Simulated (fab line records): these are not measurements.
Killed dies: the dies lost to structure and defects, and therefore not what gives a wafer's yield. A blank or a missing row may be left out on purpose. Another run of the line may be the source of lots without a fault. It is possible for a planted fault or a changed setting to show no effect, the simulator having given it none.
fab line records	flow gf180mcu	part 1 of 2: steps 1 to 31 of 32
record lots=7	wafers=21	last-day=34
route steps=602 shown HV_LDD@233 NSD@235 PSD@248 PASSIVATION@602
lots that met no fault: taken from a fault-free run of the same line
start-h: hours from the record's first day to the start of the lot's first wafer shown	wait-h: how many hours have passed since the lot's step before this one	" as in the row above	L1.1+2: one row covering several wafers at once	- no value present, or no start provided	* or withheld: withheld	< > ~ a bound
route shown NAME@n: NAME is a module with steps in the file, n the number in the route of the first one	usual: the fault-free wafers' mean and standard deviation	same: alike in all rows	chamber/n: place in a boat	sites: each site's reading	_std_site: the values' standard deviation	_edge_site: mean of outer sites minus mean of inner sites	radius-mm: for every site, how far away it sits from the centre of the wafer	mask NAME#n: copy n	behind: the last tool/chamber to shape the wafer	hold: why the lot went on hold/how many hours it stayed there/how the hold came to an end	device: which transistor (n, p or np) failed to switch	end of line: the same wafers' tests at the end of the route	for a step that has no rows: nothing shown but its recipe	killed: the dies lost at the first sort to structure and to defects; this is not the yield of the wafer	map: a wafer's dies, x killed, . not, _ none there
set.NAME: the setting the step ran with; set.NAME@STEP: the setting that earlier step ran with	model.NAME: the simulator's own value behind a step, which no gauge read
lots at selected steps of the route; one table per step, one row per wafer
services: from which hour (start-h, from the record's first day; less than 0 if before it) a tool's chamber was out of use, for how many hours, and why
## steps
# step GF_HV_LDD_THK_MEAS_57
# recipe reads=Si3N4_of_HV_LDD_CVD_56
# usual HV_LDD_CVD_56_THK=90.1/0.69
lot.wafer	tool	chamber	start-h	wait-h	HV_LDD_CVD_56_THK[nm]
L795.2	film-metro-02	-	344.88	0.0	88.1
L795.4	"	-	"	"	89.1
L795.6	"	-	"	"	88.5
L799.1	film-metro-01	-	374.63	0.0	89.9
L799.3	"	-	"	"	89.8
L799.4	"	-	"	"	89.8
L800.3	film-metro-01	-	378.77	0.0	89.4
L800.5	"	-	"	"	90.1
L800.6	"	-	"	"	89.8
L801.1	film-metro-04	-	397.88	0.0	89.8
L801.4	"	-	"	"	90.4
L801.5	"	-	"	"	90.5
L803.2	film-metro-01	-	407.80	0.0	90.8
L803.4	"	-	"	"	90.1
L803.6	"	-	"	"	90.5
L807.4	film-metro-01	-	439.09	0.0	89.6
L807.5	"	-	"	"	89.8
L807.6	"	-	"	"	90.6
L810.1	film-metro-04	-	460.18	0.0	89.3
L810.5	"	-	"	"	89.1
L810.6	"	-	"	"	89.6
# step GF_HV_LDD_ETCHBACK_58
# recipe chemistry=CH3F/O2	target=Si3N4	stop-on=SiO2	source-w=400	bias-w=80	pressure-mtorr=25	ch3f-flow-sccm=40	O2_flow_sccm=30	time-s=100	target-depth-a=900
# usual drypump-motor-current-A=5.7/0.47	oes-product-au=0.843/0.0057	throttle-valve-pct=10.561/0.0094
lot.wafer	tool	chamber	start-h	wait-h	drypump-motor-current-A	oes-product-au	rf-hours-counter-h	throttle-valve-pct
L795.2	rie-diel-02	1	344.93	0.0	5.3	0.844	12	10.567
L795.4	"	2	"	"	5.9	0.838	11	10.567
L795.6	"	1	"	"	5.3	0.836	-	10.572
L799.1	rie-diel-04	3	374.69	0.1	5.9	0.842	93	10.556
L799.3	"	0	"	"	6.1	0.837	7	10.556
L799.4	"	0	"	"	6.1	0.841	-	10.565
L800.3	rie-diel-04	0	378.81	0.0	6.1	0.843	7	10.568
L800.5	"	1	"	"	5.3	0.831	-	10.555
L800.6	"	0	"	"	6.1	0.846	-	10.575
L801.1	rie-diel-02	0	397.94	0.1	5.9	0.835	13	10.564
L801.4	"	1	"	"	5.3	0.842	13	10.561
L801.5	"	3	"	"	5.0	0.841	-	10.568
L803.2	rie-diel-04	2	407.85	0.0	6.5	0.844	27	10.571
L803.4	"	3	"	"	5.9	0.844	94	10.550
L803.6	"	1	"	"	5.3	0.851	-	10.543
L807.4	rie-diel-04	3	439.12	0.0	5.9	0.840	94	10.568
L807.5	"	2	"	"	6.4	0.841	-	10.578
L807.6	"	1	"	"	5.3	0.845	-	10.550
L810.1	rie-diel-03	2	460.24	0.1	5.2	0.837	60	10.570
L810.5	"	0	"	"	5.2	0.840	-	10.546
L810.6	"	3	"	"	5.3	0.834	-	10.558
# step GF_NSD_DEHYDRATE_00
# recipe temp-c=200	time-s=60
# step GF_NSD_HMDS_01
# recipe prime-time-s=60	prime-temp-c=120
# step GF_NSD_COAT_02
# recipe resist=NOVOLAK	spin-rpm=3000	resist-thk-nm=1000
# step GF_NSD_SOFTBAKE_03
# recipe temp-c=90	time-s=60	resist=NOVOLAK
# step GF_NSD_EXPOSE_04
# recipe mask-id=Nplus	target-cd-nm=400	na=0.6	source-shape=conventional	sigma-outer=0.6	dose-mj=140
# step GF_NSD_PEB_05
# recipe temp-c=withheld	time-s=*	resist=NOVOLAK
# step GF_NSD_DEVELOP_06
# recipe develop-time-s=60	dev-temp-c=23
# step GF_NSD_CD_MEAS_07
# recipe target-cd-nm=400
# usual cd-nm=400.1/2.6
lot.wafer	tool	chamber	start-h	wait-h	cd-nm
L795.2	cd-sem-02	-	367.14	0.1	404.3
L795.4	"	-	"	"	403.4
L795.6	"	-	"	"	404.2
L799.1	cd-sem-01	-	396.09	0.1	396.4
L799.3	"	-	"	"	396.9
L799.4	"	-	"	"	398.8
L800.3	cd-sem-01	-	401.01	0.1	402.5
L800.5	"	-	"	"	401.9
L800.6	"	-	"	"	402.7
L801.1	cd-sem-02	-	421.14	0.1	400.8
L801.4	"	-	"	"	401.1
L801.5	"	-	"	"	402.5
L803.2	cd-sem-01	-	431.74	0.1	400.9
L803.4	"	-	"	"	401.8
L803.6	"	-	"	"	401.2
L807.4	cd-sem-01	-	462.55	0.1	397.4
L807.5	"	-	"	"	398.2
L807.6	"	-	"	"	398.0
L810.1	cd-sem-01	-	483.98	0.1	397.7
L810.5	"	-	"	"	395.0
L810.6	"	-	"	"	395.4
# step GF_NSD_OVL_MEAS_08
# usual NSD_OVL=-0.1/1.4
lot.wafer	tool	chamber	start-h	wait-h	NSD_OVL[nm]
L795.2	overlay-01	-	367.24	0.1	-2.7
L795.4	"	-	"	"	0.9
L795.6	"	-	"	"	-0.3
L799.1	overlay-01	-	396.21	0.1	0.0
L799.3	"	-	"	"	1.4
L799.4	"	-	"	"	-0.2
L800.3	overlay-01	-	401.10	0.1	-0.3
L800.5	"	-	"	"	0.2
L800.6	"	-	"	"	0.4
L801.1	overlay-02	-	421.26	0.1	0.9
L801.4	"	-	"	"	1.0
L801.5	"	-	"	"	0.4
L803.2	overlay-02	-	431.84	0.1	-1.9
L803.4	"	-	"	"	-1.4
L803.6	"	-	"	"	-2.6
L807.4	overlay-01	-	462.63	0.1	-0.1
L807.5	"	-	"	"	-0.3
L807.6	"	-	"	"	-0.9
L810.1	overlay-01	-	484.10	0.1	0.3
L810.5	"	-	"	"	0.8
L810.6	"	-	"	"	1.4
# step GF_NSD_IMPLANT_09
# recipe species=As	energy-kev=60	dose-cm2=4e+15	tilt-deg=7
# step GF_NSD_IMPLANT_10
# recipe species=P	energy-kev=40	dose-cm2=5e+14	tilt-deg=7
# usual dose-ions-cm2=5.001e+14/5.4e+11	end-station-pressure-torr=7.2e-06/3.6e-07	faraday-current-uA=2784/60
lot.wafer	tool	chamber	start-h	wait-h	dose-ions-cm2	end-station-pressure-torr	faraday-current-uA
L795.2	implanter-03	0	367.45	0.1	5.006e+14	7.4e-06	2759
L795.4	"	0	"	"	5.001e+14	7.2e-06	2782
L795.6	"	0	"	"	5.005e+14	7.7e-06	2810
L799.1	implanter-01	0	396.40	0.1	5.003e+14	7.2e-06	2671
L799.3	"	0	"	"	4.997e+14	7.5e-06	2795
L799.4	"	0	"	"	5e+14	7e-06	2784
L800.3	implanter-01	0	401.32	0.1	1.452e+14	5.9e-06	852
L800.5	"	0	"	"	1.454e+14	5.5e-06	813
L800.6	"	0	"	"	1.455e+14	5.3e-06	780
L801.1	implanter-01	0	421.44	0.1	1.445e+14	5.9e-06	782
L801.4	"	0	"	"	1.449e+14	5e-06	792
L801.5	"	0	"	"	1.445e+14	5.5e-06	793
L803.2	implanter-01	0	432.05	0.1	1.449e+14	5.2e-06	813
L803.4	"	0	"	"	1.443e+14	5.6e-06	804
L803.6	"	0	"	"	1.442e+14	6.2e-06	820
L807.4	implanter-04	0	462.87	0.1	5.003e+14	7e-06	2835
L807.5	"	0	"	"	4.999e+14	6.7e-06	2797
L807.6	"	0	"	"	4.997e+14	7.1e-06	2636
L810.1	implanter-03	0	484.29	0.1	4.994e+14	7e-06	2802
L810.5	"	0	"	"	4.993e+14	7.1e-06	2727
L810.6	"	0	"	"	4.987e+14	7.3e-06	2879
# step GF_NSD_STRIP_11
# recipe chemistry=O2/N2	power-w=1400	pressure-mtorr=1500	platen-temp-c=250	o2-flow-sccm=3000	n2-flow-sccm=300	overash-fraction=0.5
# usual drypump-motor-current-A=5.7/0.37	heater-power-w=335/44	oes-product-au=0.487/0.0046	strip-time-to-endpoint-s=22.95/0.037
lot.wafer	tool	chamber	start-h	wait-h	drypump-motor-current-A	heater-power-w	oes-product-au	rf-hours-counter-h	strip-time-to-endpoint-s
L795.2	plasma-asher-03	1	367.57	0.1	6.2	303	0.480	31	22.91
L795.4	"	0	"	"	5.6	291	0.485	-	22.93
L795.6	"	1	"	"	6.2	303	0.479	-	22.93
L799.1	plasma-asher-03	1	396.55	0.1	6.2	300	0.493	34	22.94
L799.3	"	0	"	"	5.6	279	0.494	-	22.97
L799.4	"	1	"	"	6.2	304	0.489	-	22.94
L800.3	plasma-asher-04	0	401.46	0.1	6.0	419	0.493	-	22.58
L800.5	"	1	"	"	5.1	318	0.494	-	22.53
L800.6	"	0	"	"	6.0	419	0.492	-	22.56
L801.1	plasma-asher-04	0	421.59	0.1	6.0	417	0.487	73	22.58
L801.4	"	1	"	"	5.1	326	0.494	-	22.56
L801.5	"	1	"	"	5.2	327	0.493	-	22.60
L803.2	plasma-asher-01	1	432.17	0.1	5.7	358	0.487	69	22.55
L803.4	"	1	"	"	5.7	364	0.490	-	22.58
L803.6	"	1	"	"	5.7	358	0.496	-	22.58
L807.4	plasma-asher-03	1	462.98	0.1	6.2	307	0.496	-	22.95
L807.5	"	0	"	"	5.6	285	0.491	-	22.99
L807.6	"	1	"	"	6.2	310	0.484	-	23.00
L810.1	plasma-asher-01	1	484.44	0.1	5.6	362	0.487	74	22.99
L810.5	"	0	"	"	5.3	316	0.481	-	22.99
L810.6	"	1	"	"	5.6	360	0.485	-	22.96
# step GF_NSD_TW_MEAS_12
# usual NSD_TW=4283/58
lot.wafer	tool	chamber	start-h	wait-h	NSD_TW
L795.2	film-metro-01	-	367.68	0.1	4362
L795.4	"	-	"	"	4337
L795.6	"	-	"	"	4344
L799.1	film-metro-01	-	396.65	0.1	4308
L799.3	"	-	"	"	4335
L799.4	"	-	"	"	4311
L800.3	film-metro-01	-	401.54	0.1	4291
L800.5	"	-	"	"	4295
L800.6	"	-	"	"	4306
L801.1	film-metro-01	-	421.69	0.1	4328
L801.4	"	-	"	"	4316
L801.5	"	-	"	"	4317
L803.2	film-metro-03	-	432.28	0.1	4215
L803.4	"	-	"	"	4208
L803.6	"	-	"	"	4214
L807.4	film-metro-03	-	463.07	0.1	4234
L807.5	"	-	"	"	4184
L807.6	"	-	"	"	4203
L810.1	film-metro-03	-	484.54	0.1	4237
L810.5	"	-	"	"	4230
L810.6	"	-	"	"	4202
# step GF_PSD_DEHYDRATE_00
# recipe temp-c=200	time-s=60
# step GF_PSD_HMDS_01
# recipe prime-time-s=60	prime-temp-c=120
# step GF_PSD_COAT_02
# recipe resist=NOVOLAK	spin-rpm=3000	resist-thk-nm=1000
# step GF_PSD_SOFTBAKE_03
# recipe temp-c=90	time-s=60	resist=NOVOLAK
# step GF_PSD_EXPOSE_04
# recipe mask-id=Pplus	target-cd-nm=400	na=0.6	source-shape=conventional	sigma-outer=0.6	dose-mj=140
# step GF_PSD_PEB_05
# recipe temp-c=withheld	time-s=*	resist=NOVOLAK
# step GF_PSD_DEVELOP_06
# recipe develop-time-s=60	dev-temp-c=23
# step GF_PSD_CD_MEAS_07
# recipe target-cd-nm=400
# usual cd-nm=400.9/2
lot.wafer	tool	chamber	start-h	wait-h	cd-nm
L795.2	cd-sem-01	-	388.30	0.1	403.0
L795.4	"	-	"	"	403.2
L795.6	"	-	"	"	401.8
L799.1	cd-sem-02	-	419.94	0.1	401.5
L799.3	"	-	"	"	403.4
L799.4	"	-	"	"	402.6
L800.3	cd-sem-01	-	424.61	0.1	399.1
L800.5	"	-	"	"	401.9
L800.6	"	-	"	"	398.5
L801.1	cd-sem-01	-	445.73	0.1	399.8
L801.4	"	-	"	"	398.1
L801.5	"	-	"	"	401.3
L803.2	cd-sem-01	-	455.46	0.1	400.4
L803.4	"	-	"	"	398.8
L803.6	"	-	"	"	402.1
L807.4	cd-sem-02	-	486.69	0.1	401.2
L807.5	"	-	"	"	400.7
L807.6	"	-	"	"	397.6
L810.1	cd-sem-02	-	507.89	0.1	403.2
L810.5	"	-	"	"	402.2
L810.6	"	-	"	"	402.0
# step GF_PSD_OVL_MEAS_08
# usual PSD_OVL=0.1/1.1
lot.wafer	tool	chamber	start-h	wait-h	PSD_OVL[nm]
L795.2	overlay-02	-	388.41	0.1	2.0
L795.4	"	-	"	"	-0.3
L795.6	"	-	"	"	0.7
L799.1	overlay-01	-	420.06	0.1	0.6
L799.3	"	-	"	"	-1.2
L799.4	"	-	"	"	0.9
L800.3	overlay-01	-	424.70	0.1	1.8
L800.5	"	-	"	"	-0.5
L800.6	"	-	"	"	0.3
L801.1	overlay-02	-	445.85	0.1	1.3
L801.4	"	-	"	"	-0.1
L801.5	"	-	"	"	-0.7
L803.2	overlay-01	-	455.56	0.1	-2.4
L803.4	"	-	"	"	-0.7
L803.6	"	-	"	"	0.1
L807.4	overlay-02	-	486.77	0.1	-0.8
L807.5	"	-	"	"	-2.1
L807.6	"	-	"	"	-0.2
L810.1	overlay-02	-	508.01	0.1	0.1
L810.5	"	-	"	"	1.1
L810.6	"	-	"	"	-0.3
# step GF_PSD_IMPLANT_09
# recipe species=BF2	energy-kev=40	dose-cm2=1.5e+15	tilt-deg=7
# step GF_PSD_STRIP_10
# recipe chemistry=O2/N2	power-w=1400	pressure-mtorr=1500	platen-temp-c=250	o2-flow-sccm=3000	n2-flow-sccm=300	overash-fraction=0.5
# usual drypump-motor-current-A=5.5/0.47	heater-power-w=326/39	oes-product-au=0.592/0.0049	strip-time-to-endpoint-s=16.50/0.035
lot.wafer	tool	chamber	start-h	wait-h	drypump-motor-current-A	heater-power-w	oes-product-au	rf-hours-counter-h	strip-time-to-endpoint-s
L795.2	plasma-asher-02	1	388.59	0.1	6.1	315	0.585	68	16.50
L795.4	"	1	"	"	6.1	307	0.594	-	16.50
L795.6	"	1	"	"	6.1	308	0.597	-	16.50
L799.1	plasma-asher-01	1	420.24	0.1	5.7	357	0.599	67	16.51
L799.3	"	0	"	"	5.3	312	0.586	-	16.45
L799.4	"	1	"	"	5.7	360	0.594	-	16.47
L800.3	plasma-asher-04	0	424.91	0.1	6.0	420	0.590	-	16.53
L800.5	"	0	"	"	6.0	417	0.589	-	16.51
L800.6	"	1	"	"	5.2	323	0.601	-	16.52
L801.1	plasma-asher-01	0	446.04	0.1	5.3	319	0.587	70	16.55
L801.4	"	1	"	"	5.7	364	0.592	-	16.52
L801.5	"	0	"	"	5.3	322	0.599	-	16.49
L803.2	plasma-asher-02	1	455.74	0.1	6.1	315	0.589	2	16.49
L803.4	"	0	"	"	4.9	299	0.592	-	16.49
L803.6	"	1	"	"	6.1	312	0.593	-	16.52
L807.4	plasma-asher-01	1	486.97	0.1	5.7	361	0.593	-	16.51
L807.5	"	0	"	"	5.3	318	0.594	-	16.54
L807.6	"	1	"	"	5.7	362	0.595	-	16.53
L810.1	plasma-asher-02	0	508.19	0.1	4.9	290	0.601	8	16.46
L810.5	"	1	"	"	6.1	307	0.590	-	16.49
L810.6	"	0	"	"	4.9	294	0.598	-	16.51
# step GF_PSD_TW_MEAS_11
# usual PSD_TW=3184/32
lot.wafer	tool	chamber	start-h	wait-h	PSD_TW
L795.2	film-metro-04	-	388.70	0.1	3165
L795.4	"	-	"	"	3189
L795.6	"	-	"	"	3182
L799.1	film-metro-03	-	420.34	0.1	3143
L799.3	"	-	"	"	3171
L799.4	"	-	"	"	3168
L800.3	film-metro-03	-	424.99	0.1	3163
L800.5	"	-	"	"	3158
L800.6	"	-	"	"	3168
L801.1	film-metro-03	-	446.14	0.1	3165
L801.4	"	-	"	"	3164
L801.5	"	-	"	"	3154
L803.2	film-metro-01	-	455.85	0.1	3231
L803.4	"	-	"	"	3219
L803.6	"	-	"	"	3242
L807.4	film-metro-04	-	487.07	0.1	3157
L807.5	"	-	"	"	3169
L807.6	"	-	"	"	3159
L810.1	film-metro-01	-	508.29	0.1	3236
L810.5	"	-	"	"	3220
L810.6	"	-	"	"	3229
# step GF_PSD_CLEAN_12
# recipe chemistry=SC1/SC2	mix=1:4:20	temp-c=70	time-s=150	dry=n2-spin
# step GF_PSD_RTA_13
# recipe temp-c=1025	time-s=20	ambient=N2
# usual anneal-temp-c-max=1029.7/0.96	lamp-power-pct=33/4.2	wafer_temp_C_max=1028.4/0.73
lot.wafer	tool	chamber	start-h	wait-h	anneal-temp-c-max	lamp-power-pct	wafer_temp_C_max
L795.2	rtp-anneal-01	0	388.82	0.0	1028.1	39	1027.6
L795.4	"	0	"	"	1028.1	39	1027.8
L795.6	"	0	"	"	1029.4	39	1028.5
L799.1	rtp-anneal-01	0	420.46	0.0	1029.7	39	1028.8
L799.3	"	0	"	"	1029.2	39	1027.7
L799.4	"	0	"	"	1029.7	39	1028.3
L800.3	rtp-anneal-01	0	425.11	0.0	1030.8	39	1027.7
L800.5	"	0	"	"	1030.2	39	1028.0
L800.6	"	0	"	"	1030.6	39	1027.8
L801.1	rtp-anneal-02	0	446.25	0.0	1029.1	30	1027.2
L801.4	"	0	"	"	1030.4	30	1028.2
L801.5	"	0	"	"	1029.9	30	1027.7
L803.2	rtp-anneal-02	0	455.97	0.0	1029.4	30	1028.7
L803.4	"	0	"	"	1031.3	30	1028.2
L803.6	"	0	"	"	1032.0	30	1027.6
L807.4	rtp-anneal-02	0	487.19	0.0	1031.4	30	1028.5
L807.5	"	0	"	"	1030.1	30	1028.7
L807.6	"	0	"	"	1030.0	30	1027.4
L810.1	rtp-anneal-02	0	508.40	0.0	1029.0	30	1029.5
L810.5	"	0	"	"	1029.6	30	1027.9
L810.6	"	0	"	"	1028.7	30	1028.5
# step GF_PSD_RS_MEAS_14
# recipe thk-meas-gauge=four-point-probe
# usual NSD_RS=46.15/0.082
lot.wafer	tool	chamber	start-h	wait-h	NSD_RS[ohm/sq]
L795.2	film-metro-04	-	388.91	0.1	46.20
L795.4	"	-	"	"	46.22
L795.6	"	-	"	"	46.19
L799.1	film-metro-04	-	420.54	0.1	46.13
L799.3	"	-	"	"	46.07
L799.4	"	-	"	"	46.10
L800.3	film-metro-01	-	425.21	0.1	50.11
L800.5	"	-	"	"	50.22
L800.6	"	-	"	"	50.01
L801.1	film-metro-04	-	446.33	0.1	50.16
L801.4	"	-	"	"	50.13
L801.5	"	-	"	"	50.24
L803.2	film-metro-04	-	456.06	0.1	50.18
L803.4	"	-	"	"	50.19
L803.6	"	-	"	"	50.20
L807.4	film-metro-03	-	487.29	0.1	46.06
L807.5	"	-	"	"	46.18
L807.6	"	-	"	"	46.24
L810.1	film-metro-03	-	508.49	0.1	46.05
L810.5	"	-	"	"	46.15
L810.6	"	-	"	"	46.07
# step GF_PSD_RS_MEAS_15
# recipe thk-meas-gauge=four-point-probe
# usual PSD_RS=108.62/0.27
lot.wafer	tool	chamber	start-h	wait-h	PSD_RS[ohm/sq]
L795.2	film-metro-04	-	389.03	0.1	108.93
L795.4	"	-	"	"	108.63
L795.6	"	-	"	"	109.00
L799.1	film-metro-04	-	420.66	0.1	108.31
L799.3	"	-	"	"	108.37
L799.4	"	-	"	"	108.54
L800.3	film-metro-01	-	425.33	0.1	108.02
L800.5	"	-	"	"	108.24
L800.6	"	-	"	"	108.15
L801.1	film-metro-04	-	446.45	0.1	108.44
L801.4	"	-	"	"	108.70
L801.5	"	-	"	"	108.63
L803.2	film-metro-04	-	456.18	0.1	108.71
L803.4	"	-	"	"	108.60
L803.6	"	-	"	"	108.50
L807.4	film-metro-03	-	487.41	0.1	108.36
L807.5	"	-	"	"	108.63
L807.6	"	-	"	"	108.83
L810.1	film-metro-03	-	508.61	0.1	108.59
L810.5	"	-	"	"	108.65
L810.6	"	-	"	"	108.34
## key
first-sign step=GF_NSD_IMPLANT_10	reading=dose-ions-cm2	direction=down	sigmas=99+	usual=5.001e+14	struck=1.448e+14
effect step=GF_NSD_IMPLANT_10	reading=faraday-current-uA	direction=down	sigmas=33	usual=2784	struck=805
effect step=GF_NSD_STRIP_11	reading=strip-time-to-endpoint-s	direction=down	sigmas=10	usual=*	struck=*
effect step=GF_PSD_RS_MEAS_14	reading=NSD_RS	direction=up	sigmas=49	usual=46.15	struck=50.16
model-effect step=GF_PASSIVATION_PROBE_99	value=etest.nmos_6p0.r-on-ohm-um	without=2152	struck=2208
met-at GF_NSD_IMPLANT_10
struck-wafers L800.3,L800.5,L800.6,L801.1,L801.4,L801.5,L803.2,L803.4,L803.6
tester-left-out L800,L801,L803
onset-between 396.40 401.32
fault kind=process-parameter-drift	tool=implanter-01	chamber=-	onset-h=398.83	steps=GF_NSD_IMPLANT_10	channel=dose-cm2	offset=-3.5556e+14	shape=step	end-h=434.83	acts-in=these-recipes-only	stated=5e+14
# tester-left-out: of these lots the tester's yield and bins aren't shown, on N5 and GAA mostly nor the transistor test; their killed dies are dies lost to structure and defects alone, not to doping, threshold or leakage, so they don't give the yield
